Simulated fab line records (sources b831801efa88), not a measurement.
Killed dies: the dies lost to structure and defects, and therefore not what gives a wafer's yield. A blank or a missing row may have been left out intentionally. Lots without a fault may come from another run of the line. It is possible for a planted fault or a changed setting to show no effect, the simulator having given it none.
A struck lot beside a sound one | flow sky130 | 43 steps out of a route of 708
Sound: these wafers, L945.3, L945.5, L945.6. Struck: wafers L958.1, L958.2, L958.3. The cause is named last.
At each step with rows: each side's tool, then ch and its chambers, then its first start. Under that, the readings that differ: sound wafers | struck wafers | difference of the means | sigmas: that difference in standard deviations of wafers without a fault.
alike: readings whose means differ by less than 2 such deviations, and words and numbers that are the same on both sides. not compared: withheld readings, readings that some wafer has no value for, bounds like >300 that may hide the same value, and numbers for which the record gives no deviation and whose values overlap.
A row with sigmas, a row that says differs or no value, or rows on one side alone: a step with any of these is where the two part. Non-overlapping numbers with no deviation appear without sigmas and do not part them. A reading that every wafer of one side lacks parts them only if that side has two wafers or more.

first, 8 steps without rows for these wafers: SKY_VIA1_DEHYDRATE_04 (time 60 s); SKY_VIA1_HMDS_05 (prime time 60 s); SKY_VIA1_COAT_06 (resist thk 60 nm); SKY_VIA1_COAT_07 (resist thk 450 nm); SKY_VIA1_SOFTBAKE_08 (time 90 s); SKY_VIA1_EXPOSE_09 (exposes mask VIM, target cd 150 nm); SKY_VIA1_PEB_10; SKY_VIA1_DEVELOP_11 (develop time 60 s).
SKY_VIA1_CD_MEAS_12: the cd target is 150 nm.
  sound: cd sem-02 at day 35 04:19; struck: cd sem-02 at day 38 19:31
  alike: cd nm
SKY_VIA1_OVL_MEAS_13:
  sound: overlay-02 at day 35 04:25; struck: overlay-02 at day 38 19:38
  alike: VIA1_OVL
then, 1 step without rows for these wafers: SKY_VIA1_ETCH_14 (etches BARC in N2/H2, stops on SiO2, time 45.9 s, target depth 60 nm).
SKY_VIA1_ETCH_15: etches SiO2 in C4F8/O2/Ar, stops on TiN, target depth 351 nm, time 54 s.
  sound on rie diel-04 ch 0,2,3, day 35 04:29; struck on rie diel-04 ch 0,1,2, day 38 19:43
  alike: oes product au
  not compared: rf hours counter h
SKY_VIA1_STRIP_16: strips in O2/N2.
  sound on plasma asher-01 ch 0,1, day 35 04:34; struck on plasma asher-03 ch 0,1, day 38 19:46
  alike: drypump motor current A, n2 flow sccm, oes product au, strip time to endpoint s
  not compared: rf hours counter h
then, 3 steps without rows for these wafers: SKY_VIA1_STRIP_17 (strips in post etch residue remover, time 1200 s); SKY_VIA1_CLEAN_18 (cleans in IPA, time 180 s); SKY_VIA1_CLEAN_19 (cleans in O3/DIW).
SKY_VIA1_SPUTTER_20: material TiN, target thk 20 nm, time 80 s.
  sound: pvd sputter-04 at day 35 05:07; struck: pvd sputter-02 at day 38 20:22
  alike: throttle valve pct
then, 1 step without rows for these wafers: SKY_VIA1_CVD_21 (deposits W, target thk 270 nm, time 80.902 s).
SKY_VIA1_RS_MEAS_22: measures by four-point-probe.
  sound: film metro-01 at day 35 05:19; struck: film metro-03 at day 38 20:31
  alike: VIA1_W_RS
SKY_VIA1_THK_MEAS_23: measures by xrf.
  sound: film metro-01 at day 35 05:25; struck: film metro-03 at day 38 20:38
  alike: VIA1_W_THK
then, 3 steps without rows for these wafers: SKY_VIA1_CMP_24 (polishes, stops on SiO2, t overpolish 15 s, target thk 0 nm); SKY_METAL2_SPUTTER_00 (material Ti, target thk 15 nm, time 10 s); SKY_METAL2_SPUTTER_01 (material TiN, target thk 20 nm, time 16.7 s).
SKY_METAL2_SPUTTER_02: material AlCu, target thk 250 nm, time 13.3 s.
  sound: pvd sputter-01 at day 35 05:48; struck: pvd sputter-03 at day 38 21:11
  alike: throttle valve pct
SKY_METAL2_SPUTTER_03: material Ti, target thk 5 nm, time 3.3 s.
  sound: pvd sputter-01 at day 35 05:49; struck: pvd sputter-03 at day 38 21:13
  alike: throttle valve pct
then, 1 step without rows for these wafers: SKY_METAL2_SPUTTER_04 (material TiN, target thk 70 nm, time 58.3 s).
SKY_METAL2_RS_MEAS_05: measures by four-point-probe.
  sound: film metro-02 at day 35 05:56; struck: film metro-02 at day 38 21:17
  reading                 | sound                | struck               | difference | sigmas
  METAL2_ALCU_RS (ohm/sq) | 0.1254 0.1262 0.1254 | 0.1270 0.1280 0.1290 | +0.0023    | +2
SKY_METAL2_THK_MEAS_06: measures by xrf.
  sound: film metro-02 at day 35 06:02; struck: film metro-02 at day 38 21:24
  reading              | sound             | struck            | difference | sigmas
  METAL2_ALCU_THK (nm) | 250.6 247.0 249.9 | 244.5 242.9 241.4 | -6.2       | -3
then, 8 steps without rows for these wafers: SKY_METAL2_DEHYDRATE_07 (time 60 s); SKY_METAL2_HMDS_08 (prime time 60 s); SKY_METAL2_COAT_09 (resist thk 60 nm); SKY_METAL2_COAT_10 (resist thk 450 nm); SKY_METAL2_SOFTBAKE_11 (time 90 s); SKY_METAL2_EXPOSE_12 (exposes mask MM2, target cd 140 nm); SKY_METAL2_PEB_13; SKY_METAL2_DEVELOP_14 (develop time 60 s).
SKY_METAL2_CD_MEAS_15: the cd target is 140 nm.
  sound: cd sem-02 at day 36 08:34; struck: cd sem-02 at day 39 22:25
  alike: cd nm
SKY_METAL2_OVL_MEAS_16:
  sound: overlay-01 at day 36 08:39; struck: overlay-01 at day 39 22:32
  alike: METAL2_OVL
SKY_METAL2_DESCUM_17: chemistry O2, time 8 s.
  sound on rie metal-04 ch 0,1, day 36 08:41; struck on rie metal-03 ch 1, day 39 22:35
  alike: drypump motor current A, oes product au
  not compared: rf hours counter h
then, 3 steps without rows for these wafers: SKY_METAL2_ETCH_18 (etches BARC in N2/H2, stops on SiO2, time 45.9 s, target depth 60 nm); SKY_METAL2_METAL_ETCH_19 (etches the open film in Cl2/BCl3, stops on SiO2, target depth 360 nm, time 78 s); SKY_METAL2_STRIP_20 (strips in O2/N2).
-- the record jumps here: 10 days lie between the struck wafers' starts before and after (it left off in module METAL2 and takes up again in module PAD_OPEN, whose first step shown is number 708 of the route) --
SKY_PAD_OPEN_PROBE_99:
  sound: prober-01 at day 46 16:23; struck: prober-01 at day 49 17:17
  reading                               | sound             | struck            | difference | sigmas
  killed_at_M0_to_M3                    | 42 54 43          | 89 65 55          | +23        | +3
  sort_bin_3_pad_short (%)              | 1.6 1.6 0.8       | 2.4 2.6 2.6       | +1.2       | +3
  model.etest.tester.sort_bin_3_pct (%) | 1.626 1.626 0.813 | 2.439 2.642 2.642 | +1.219     |
  alike: defect limited yield, killed_at_M4_up, killed at contacts, killed at front end, killed at other, killed dies, killed open, killed short, sort_bin_5_function, sort_bin_6_memory, sort n pass, sort yield pct
  not compared: model.etest.tester.sort n pass, model.etest.tester.sort yield pct, model.etest.tester.sort_bin_5_pct

WHERE THEY PART
First at SKY_METAL2_RS_MEAS_05; last, within this record, at SKY_PAD_OPEN_PROBE_99.

WHY: whatever the simulator had introduced
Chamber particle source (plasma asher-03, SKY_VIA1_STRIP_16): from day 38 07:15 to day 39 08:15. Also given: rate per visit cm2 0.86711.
